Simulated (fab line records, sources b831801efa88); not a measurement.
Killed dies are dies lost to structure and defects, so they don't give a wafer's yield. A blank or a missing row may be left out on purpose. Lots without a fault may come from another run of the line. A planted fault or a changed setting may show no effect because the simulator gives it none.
Which tool did it? | flow gf180mcu | 14 lots, 42 wafers sampled, at 4 steps of a route of 602

WHAT THE GAUGES READ, wafer by wafer
GF_V5_THK_MEAS_25: measures by xrf. Usual: V5_W_THK 351 nm, standard deviation 5.
lot  | measured     | on            | V5_W_THK (nm) | flag
L271 | day 27 06:13 | film_metro-01 | 357 347 353   |
L272 | day 27 11:25 | film_metro-04 | 349 347 344   |
L273 | day 27 21:50 | film_metro-01 | 354 351 350   |
L274 | day 28 07:23 | film_metro-03 | 350 350 352   |
L276 | day 28 21:13 | film_metro-01 | 357 354 358   |
L277 | day 29 07:09 | film_metro-01 | 358 354 354   |
L278 | day 29 17:32 | film_metro-04 | 355 346 351   |
L279 | day 29 20:06 | film_metro-04 | 353 351 346   |
L280 | day 29 23:57 | film_metro-03 | 352 348 346   |
L281 | day 30 07:02 | film_metro-03 | 345 351 349   |
L282 | day 30 17:13 | film_metro-04 | 345 343 342   |
L284 | day 31 04:58 | film_metro-01 | 357 355 353   |
L287 | day 32 00:02 | film_metro-04 | 351 349 344   |
L288 | day 32 05:20 | film_metro-01 | 355 359 351   |

WHICH TOOL RAN EACH LOT (tool, then ch and the chambers of the sampled wafers, then the start)
lot  | GF_SALICIDE_CLEAN_00            | GF_V4_SPUTTER_22             | GF_M5_METAL_ETCH_10
L271 | wet_bench-01 ch 2, day 15 02:16 | pvd_sputter-04, day 24 09:55 | rie_metal-03 ch 0,1, day 26 07:04
L272 | wet_bench-03 ch 1, day 15 08:13 | pvd_sputter-02, day 24 15:31 | rie_metal-01 ch 0,1, day 26 11:56
L273 | wet_bench-02 ch 2, day 15 16:58 | pvd_sputter-01, day 25 03:59 | rie_metal-01 ch 0,1, day 26 23:25
L274 | wet_bench-03 ch 2, day 16 05:43 | pvd_sputter-02, day 25 14:17 | rie_metal-03 ch 0,1, day 27 09:14
L276 | wet_bench-01 ch 3, day 16 22:35 | pvd_sputter-04, day 26 04:47 | rie_metal-01 ch 0, day 27 22:57
L277 | wet_bench-01 ch 2, day 17 07:57 | pvd_sputter-01, day 26 15:07 | rie_metal-04 ch 0,1, day 28 08:43
L278 | wet_bench-03 ch 3, day 17 21:59 | pvd_sputter-04, day 27 02:16 | rie_metal-03 ch 0,1, day 28 19:49
L279 | wet_bench-02 ch 0, day 18 01:46 | pvd_sputter-01, day 27 06:03 | rie_metal-04 ch 0,1, day 28 22:14
L280 | wet_bench-01 ch 0, day 18 07:00 | pvd_sputter-02, day 27 10:37 | rie_metal-04 ch 0,1, day 29 02:42
L281 | wet_bench-03 ch 0, day 18 16:28 | pvd_sputter-04, day 27 17:13 | rie_metal-03 ch 0,1, day 29 10:10
L282 | wet_bench-03 ch 0, day 19 04:18 | pvd_sputter-01, day 28 05:16 | rie_metal-04 ch 0,1, day 29 20:29
L284 | wet_bench-02 ch 2, day 19 18:23 | pvd_sputter-01, day 28 17:32 | rie_metal-01 ch 0,1, day 30 08:31
L287 | wet_bench-02 ch 0, day 20 21:29 | pvd_sputter-01, day 29 13:48 | rie_metal-03 ch 0,1, day 31 03:46
L288 | wet_bench-02 ch 1, day 21 07:26 | pvd_sputter-01, day 29 21:02 | rie_metal-01 ch 0,1, day 31 10:04
- GF_SALICIDE_CLEAN_00: cleans in SC1/SC2, time 150 s.
- GF_V4_SPUTTER_22: material TiN, target thk 10 nm, time 40 s.
- GF_M5_METAL_ETCH_10: etches the open film in Cl2/BCl3, stops on SiO2, target depth 750.8 nm, time 125.1 s.

WHAT THE TOOLS THEMSELVES READ (means of the sampled wafers that have a number; where no wafer has one, the mark that the record gives instead)
GF_SALICIDE_CLEAN_00. Usual: bath_guard_temp_C 69.8 C, standard deviation 0.54; temp_c 70.00 C, standard deviation 0.11.
lot  | tool         | bath_guard_temp_C (C) | temp_c (C) | flag
L271 | wet_bench-01 | 69.4                  | 70.16      |
L272 | wet_bench-03 | 69.4                  | 69.88      |
L273 | wet_bench-02 | 69.1                  | 70.07      |
L274 | wet_bench-03 | 70.2                  | 70.04      |
L276 | wet_bench-01 | 70.6                  | 69.92      |
L277 | wet_bench-01 | 69.3                  | 70.00      |
L278 | wet_bench-03 | 69.9                  | 70.03      |
L279 | wet_bench-02 | 70.8                  | 70.02      |
L280 | wet_bench-01 | 70.3                  | 70.11      |
L281 | wet_bench-03 | 70.2                  | 69.85      |
L282 | wet_bench-03 | 70.3                  | 69.98      |
L284 | wet_bench-02 | 69.2                  | 69.93      |
L287 | wet_bench-02 | 70.8                  | 69.96      |
L288 | wet_bench-02 | 69.3                  | 69.95      |

GF_V4_SPUTTER_22. Usual: throttle_valve_pct 30.2 %, standard deviation 1.
lot  | tool           | throttle_valve_pct (%) | flag
L271 | pvd_sputter-04 | 30.9                   |
L272 | pvd_sputter-02 | 30.3                   |
L273 | pvd_sputter-01 | 30.6                   |
L274 | pvd_sputter-02 | 31.1                   |
L276 | pvd_sputter-04 | 30.1                   |
L277 | pvd_sputter-01 | 28.7                   |
L278 | pvd_sputter-04 | 30.3                   |
L279 | pvd_sputter-01 | 30.4                   |
L280 | pvd_sputter-02 | 31.2                   |
L281 | pvd_sputter-04 | 30.6                   |
L282 | pvd_sputter-01 | 29.5                   |
L284 | pvd_sputter-01 | 30.4                   |
L287 | pvd_sputter-01 | 30.3                   |
L288 | pvd_sputter-01 | 30.5                   |

GF_M5_METAL_ETCH_10. Usual: drypump_motor_current_A 5.7 A, standard deviation 0.66; oes_product_au 0.988 a.u., standard deviation 0.0059; throttle_valve_pct 28.231 %, standard deviation 0.01.
lot  | tool         | drypump_motor_current_A (A) | oes_product_au (a.u.) | throttle_valve_pct (%) | flag
L271 | rie_metal-03 | 6.0                         | 0.988                 | 28.235                 |
L272 | rie_metal-01 | 6.0                         | 0.989                 | 28.235                 |
L273 | rie_metal-01 | 6.1                         | 0.990                 | 28.233                 |
L274 | rie_metal-03 | 6.1                         | 0.991                 | 28.225                 |
L276 | rie_metal-01 | 5.8                         | 0.994                 | 28.231                 |
L277 | rie_metal-04 | 5.3                         | 0.992                 | 28.229                 |
L278 | rie_metal-03 | 5.5                         | 0.990                 | 28.225                 |
L279 | rie_metal-04 | 5.2                         | 0.988                 | 28.237                 |
L280 | rie_metal-04 | 5.3                         | 0.983                 | 28.235                 |
L281 | rie_metal-03 | 5.4                         | 0.991                 | 28.232                 |
L282 | rie_metal-04 | 5.2                         | 0.991                 | 28.229                 |
L284 | rie_metal-01 | 6.0                         | 0.985                 | 28.230                 |
L287 | rie_metal-03 | 5.4                         | 0.996                 | 28.222                 |
L288 | rie_metal-01 | 6.2                         | 0.989                 | 28.233                 |

THE ANSWER, worked out from the rows above alone
Rule: a lot is off if the mean of its wafers that have a number lies more than 3 standard deviations from the usual mean. A lot without any number at a reading at which 4 lots or more have one is off too. The other lots that the step has rows for count as sound. The gauges are gone through in route order, then the tools' own readings, and for those a lot's mean is taken as printed above. The first step at which some lot is off is used, and at that step the reading that is off furthest; a lot without a number counts as furthest.
No lot is off at any reading shown: from this, nothing can be told.

WHAT THE SIMULATOR HAD PUT IN
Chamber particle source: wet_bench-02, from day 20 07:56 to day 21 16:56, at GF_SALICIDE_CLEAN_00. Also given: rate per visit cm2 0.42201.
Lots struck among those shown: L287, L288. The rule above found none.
